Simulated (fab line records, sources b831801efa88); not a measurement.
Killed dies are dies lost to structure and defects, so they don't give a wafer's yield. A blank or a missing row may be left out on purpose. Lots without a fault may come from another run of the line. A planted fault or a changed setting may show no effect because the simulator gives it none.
One fault seen from 2 desks | flow gf180mcu | each desk has only its own numbers; what lay behind them comes last

THE TOOL OWNER'S DESK: pvd_sputter-02
The tool's own readings at GF_TOP_METAL_SPUTTER_02 (material AlCu, target thk 900 nm, time 47.82 s): means of the sampled wafers that have a number, for each lot that ran on this tool. A lot is out of limits, marked OUT, if its mean lies more than 4 standard deviations from the usual mean; the brackets give that distance.
Columns: A = throttle_valve_pct at GF_TOP_METAL_SPUTTER_02, usual 30.2 %
lot  | first seen here | A
L297 | day 27 03:10    | 29.5
L299 | day 27 23:26    | 29.9
L300 | day 28 09:52    | 30.2
L301 | day 28 13:36    | 29.9
L302 | day 28 23:39    | 30.4
L309 | day 31 01:12    | 30.1
L314 | day 32 08:24    | 30.2
L315 | day 32 14:15    | 29.9
This desk's finding: nothing out of limits on any of the 8 lots.

THE METROLOGY DESK
What the gauges read, lot by lot, whatever tool the lot ran on: means of the sampled wafers that have a number. A lot is out of limits, marked OUT, if its mean lies more than 4 standard deviations from the usual mean; the brackets give that distance.
Columns: A = TOP_METAL_ALCU_RS at GF_TOP_METAL_RS_MEAS_05, usual 0.03278 ohm/sq; B = TOP_METAL_ALCU_THK at GF_TOP_METAL_THK_MEAS_06, usual 880 nm; C = TOP_METAL_OVL at GF_TOP_METAL_OVL_MEAS_15, usual -0.2 nm
lot  | first seen here | A                 | B              | C
L297 | day 27 03:18    | 0.03286           | 877            | -1.6
L298 | day 27 18:30    | 0.03274           | 879            | -1.6
L299 | day 27 23:32    | 0.03240           | 887            | 1.5
L300 | day 28 10:00    | 0.03277           | 876            | -1.2
L301 | day 28 13:49    | 0.03274           | 874            | 1.6
L302 | day 28 23:44    | 0.03302           | 869            | -1.4
L309 | day 31 01:17    | 0.03300           | 872            | 0.4
L314 | day 32 08:29    | 0.03520 (+12) OUT | 829 (-7.2) OUT | 1.4
L315 | day 32 14:22    | 0.03543 (+13) OUT | 819 (-8.6) OUT | 1.6
L318 | day 33 05:35    | 0.03269           | 878            | -1.7
L320 | day 33 21:14    | 0.03284           | 888            | -0.2
This desk's finding: out of limits on L314, L315; first on L314, day 32 08:29 (TOP_METAL_ALCU_RS at GF_TOP_METAL_RS_MEAS_05). In limits: L297, L298, L299, L300, L301, L302, L309, L318, L320.

PUT TOGETHER
The metrology desk could have raised an alarm at day 32 08:29, on L314, L315.
The tool owner's desk saw nothing out of limits.
The tool owner's desk has L314, L315 on record, within its limits.
Of the lots named, all ran GF_TOP_METAL_SPUTTER_02 on pvd_sputter-02.

WHAT THE SIMULATOR HAD PUT IN
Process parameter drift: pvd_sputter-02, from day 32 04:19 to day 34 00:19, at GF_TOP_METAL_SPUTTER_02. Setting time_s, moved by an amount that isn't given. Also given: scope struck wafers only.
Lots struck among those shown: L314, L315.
Hours from the fault's start to each desk's first reading out of limits: the metrology desk, 4.
